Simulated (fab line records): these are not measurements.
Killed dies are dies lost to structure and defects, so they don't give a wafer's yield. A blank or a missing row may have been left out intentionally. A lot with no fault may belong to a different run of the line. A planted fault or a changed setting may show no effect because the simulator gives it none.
Chamber matching || flow gf180mcu || GF_V2_CVD_02 on pecvd-02 has 3 sister chambers
The step deposits SiO2 from TEOS, target thk 850 nm, time 94.851 s. 14 wafers are shown with their chamber, then 7 later ones without.

WAFERS PAIRED WITH THEIR CHAMBERS
{"wafer": "L338.1", "chamber": 2, "heater_power_w (W)": 961, "heater_power_outer_w (W)": 501}
{"wafer": "L338.4", "chamber": 1, "heater_power_w (W)": 732, "heater_power_outer_w (W)": 418}
{"wafer": "L338.6", "chamber": 2, "heater_power_w (W)": 1027, "heater_power_outer_w (W)": 564}
{"wafer": "L350.3", "chamber": 2, "heater_power_w (W)": 1016, "heater_power_outer_w (W)": 556}
{"wafer": "L350.5", "chamber": 1, "heater_power_w (W)": 766, "heater_power_outer_w (W)": 448}
{"wafer": "L350.6", "chamber": 2, "heater_power_w (W)": 1081, "heater_power_outer_w (W)": 596}
{"wafer": "L353.1", "chamber": 1, "heater_power_w (W)": 693, "heater_power_outer_w (W)": 397}
{"wafer": "L353.4", "chamber": 1, "heater_power_w (W)": 730, "heater_power_outer_w (W)": 436}
{"wafer": "L353.6", "chamber": 0, "heater_power_w (W)": 653, "heater_power_outer_w (W)": 346}
{"wafer": "L355.2", "chamber": 0, "heater_power_w (W)": 653, "heater_power_outer_w (W)": 360}
{"wafer": "L355.3", "chamber": 1, "heater_power_w (W)": 658, "heater_power_outer_w (W)": 388}
{"wafer": "L355.6", "chamber": 1, "heater_power_w (W)": 734, "heater_power_outer_w (W)": 414}
{"wafer": "L358.2", "chamber": 1, "heater_power_w (W)": 762, "heater_power_outer_w (W)": 454}
{"wafer": "L358.5", "chamber": 0, "heater_power_w (W)": 655, "heater_power_outer_w (W)": 344}

SIGNATURES (means of the wafers above)
{"reading": "heater_power_w", "chamber 0": 653.67, "chamber 1": 725.00, "chamber 2": 1021.25, "scatter within a chamber": 38.1}
{"reading": "heater_power_outer_w", "chamber 0": 350.00, "chamber 1": 422.14, "chamber 2": 554.25, "scatter within a chamber": 27.9}
Rule: for a wafer and a chamber, the distance is found by dividing, reading by reading, the gap between the wafer's reading and the chamber's mean by the reading's scatter, squaring, summing and taking the root. The wafer belongs to the nearest chamber; if the next one is less than 2 further off, it can't be placed. The scatter: take each reading less its chamber's mean, square it, sum over the shown wafers, divide by the number of wafers less the number of chambers, and take the root.

WAFERS MISSING THEIR CHAMBER
{"wafer": "L358.6", "heater_power_w (W)": 1004, "heater_power_outer_w (W)": 544}
{"wafer": "L359.2", "heater_power_w (W)": 721, "heater_power_outer_w (W)": 411}
{"wafer": "L359.4", "heater_power_w (W)": 748, "heater_power_outer_w (W)": 442}
{"wafer": "L359.6", "heater_power_w (W)": 996, "heater_power_outer_w (W)": 541}
{"wafer": "L361.3", "heater_power_w (W)": 954, "heater_power_outer_w (W)": 518}
{"wafer": "L361.5", "heater_power_w (W)": 1037, "heater_power_outer_w (W)": 573}
{"wafer": "L361.6", "heater_power_w (W)": 604, "heater_power_outer_w (W)": 328}

WHICH CHAMBER EACH ONE RAN IN
{"wafer": "L358.6", "from the rows above": 2, "in truth": 2}
{"wafer": "L359.2", "from the rows above": 1, "in truth": 1}
{"wafer": "L359.4", "from the rows above": 1, "in truth": 1}
{"wafer": "L359.6", "from the rows above": 2, "in truth": 2}
{"wafer": "L361.3", "from the rows above": 2, "in truth": 2}
{"wafer": "L361.5", "from the rows above": 2, "in truth": 2}
{"wafer": "L361.6", "from the rows above": 0, "in truth": 0}
Correctly placed: 7 of 7. Left unplaced by these rows: 0. Wrongly placed: 0.
